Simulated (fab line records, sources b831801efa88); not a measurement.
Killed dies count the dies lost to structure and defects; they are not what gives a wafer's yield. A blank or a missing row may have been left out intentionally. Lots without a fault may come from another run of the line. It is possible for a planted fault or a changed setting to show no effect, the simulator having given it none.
Check for tools in common / flow sky130 / Sampled: 13 lots, 39 wafers

THE REASON FOR OPENING IT
3 of 13 lots carry a flag on the reading GATE_OXIDE_OVL at SKY_GATE_OXIDE_OVL_MEAS_10. No-fault wafers: 0.9 nm, standard deviation 1.4.
Rule: a lot is flagged when every wafer of it that has a number lies more than 4 standard deviations from that mean, or none has a number. As for the other lots, they are considered sound.

lot=L598; measured=day 14 05:38; on=overlay-01; GATE_OXIDE_OVL (nm), wafer by wafer=0.1 1.4 1.3; flag=
lot=L599; measured=day 14 15:23; on=overlay-02; GATE_OXIDE_OVL (nm), wafer by wafer=-0.7 -1.3 0.0; flag=
lot=L601; measured=day 15 14:03; on=overlay-01; GATE_OXIDE_OVL (nm), wafer by wafer=1.2 0.7 -0.6; flag=
lot=L600; measured=day 15 14:48; on=overlay-01; GATE_OXIDE_OVL (nm), wafer by wafer=1.7 1.5 0.2; flag=
lot=L603; measured=day 16 03:20; on=overlay-02; GATE_OXIDE_OVL (nm), wafer by wafer=-1.4 1.2 0.3; flag=
lot=L602; measured=day 16 03:38; on=overlay-02; GATE_OXIDE_OVL (nm), wafer by wafer=4.5 2.9 3.4; flag=
lot=L606; measured=day 16 22:57; on=overlay-01; GATE_OXIDE_OVL (nm), wafer by wafer=-1.1 0.2 -2.4; flag=
lot=L607; measured=day 17 07:43; on=overlay-01; GATE_OXIDE_OVL (nm), wafer by wafer=200.3 199.3 199.7; flag=FLAGGED
lot=L608; measured=day 17 12:02; on=overlay-02; GATE_OXIDE_OVL (nm), wafer by wafer=196.8 198.4 197.1; flag=FLAGGED
lot=L609; measured=day 18 05:47; on=overlay-01; GATE_OXIDE_OVL (nm), wafer by wafer=198.0 197.2 198.9; flag=FLAGGED
lot=L615; measured=day 20 09:32; on=overlay-01; GATE_OXIDE_OVL (nm), wafer by wafer=0.9 0.3 2.1; flag=
lot=L619; measured=day 21 17:11; on=overlay-01; GATE_OXIDE_OVL (nm), wafer by wafer=1.1 1.5 2.5; flag=
lot=L620; measured=day 21 20:46; on=overlay-01; GATE_OXIDE_OVL (nm), wafer by wafer=-0.6 -0.5 1.4; flag=
On average the flagged lots read 198.4 nm, which is +197.5 nm against the usual, or +99 or more standard deviations.

WHICH TOOL RAN EACH LOT
The record holds 1 process step before the reading, out of a route of 708 steps. Cell contents, in order: the tool; ch with the chambers the sampled wafers went through; the start.
lot=L598; flag=; SKY_GATE_OXIDE_EXPOSE_07=iline stepper-01 ch 0, day 13 17:29
lot=L599; flag=; SKY_GATE_OXIDE_EXPOSE_07=iline stepper-01 ch 0, day 14 03:20
lot=L601; flag=; SKY_GATE_OXIDE_EXPOSE_07=iline stepper-01 ch 0, day 15 01:20
lot=L600; flag=; SKY_GATE_OXIDE_EXPOSE_07=iline stepper-02 ch 0, day 15 01:35
lot=L603; flag=; SKY_GATE_OXIDE_EXPOSE_07=iline stepper-01 ch 0, day 15 13:40
lot=L602; flag=; SKY_GATE_OXIDE_EXPOSE_07=iline stepper-02 ch 0, day 15 13:59
lot=L606; flag=; SKY_GATE_OXIDE_EXPOSE_07=iline stepper-01 ch 0, day 16 09:31
lot=L607; flag=FLAGGED; SKY_GATE_OXIDE_EXPOSE_07=iline stepper-02 ch 0, day 16 17:20
lot=L608; flag=FLAGGED; SKY_GATE_OXIDE_EXPOSE_07=iline stepper-02 ch 0, day 16 21:35
lot=L609; flag=FLAGGED; SKY_GATE_OXIDE_EXPOSE_07=iline stepper-02 ch 0, day 17 15:34
lot=L615; flag=; SKY_GATE_OXIDE_EXPOSE_07=iline stepper-01 ch 0, day 19 18:49
lot=L619; flag=; SKY_GATE_OXIDE_EXPOSE_07=iline stepper-01 ch 0, day 21 01:51
lot=L620; flag=; SKY_GATE_OXIDE_EXPOSE_07=iline stepper-01 ch 0, day 21 05:59
What the steps here do:
- SKY_GATE_OXIDE_EXPOSE_07: exposes mask LVOM, target cd 600 nm.
- SKY_GATE_OXIDE_OVL_MEAS_10

FLAGGED OVER TOTAL, TOOL BY TOOL (the gauges that took the reading come last)
step=SKY_GATE_OXIDE_EXPOSE_07; tool=iline stepper-01; lots run=8; flagged=0; share of the flagged lots=none; sound lots run after its first flagged lot=-
step=SKY_GATE_OXIDE_EXPOSE_07; tool=iline stepper-02; lots run=5; flagged=3; share of the flagged lots=all; sound lots run after its first flagged lot=0
step=SKY_GATE_OXIDE_OVL_MEAS_10; tool=overlay-01; lots run=9; flagged=2; share of the flagged lots=some; sound lots run after its first flagged lot=3 (L615,L619,L620)
step=SKY_GATE_OXIDE_OVL_MEAS_10; tool=overlay-02; lots run=4; flagged=1; share of the flagged lots=some; sound lots run after its first flagged lot=0

WHAT IS ALLOWED BY THE TABLE
Rows of the table that ran each flagged lot: 1, that is iline stepper-02 at SKY_GATE_OXIDE_EXPOSE_07.
- iline stepper-02 at SKY_GATE_OXIDE_EXPOSE_07 ran 5 lots, 3 of them flagged. It ran its last sound lot, L602, at day 15 13:59 and its first flagged lot, L607, at day 16 17:20: a fault with its onset between the two fits.
iline stepper-02 at SKY_GATE_OXIDE_EXPOSE_07 is the single tool remaining.

WHAT THE SIMULATOR HAD INSERTED
Scanner matching overlay: iline stepper-02, from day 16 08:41 on, at SKY_GATE_OXIDE_EXPOSE_07. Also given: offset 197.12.
Lots struck among those shown: L607, L608, L609. The rule above found the same.
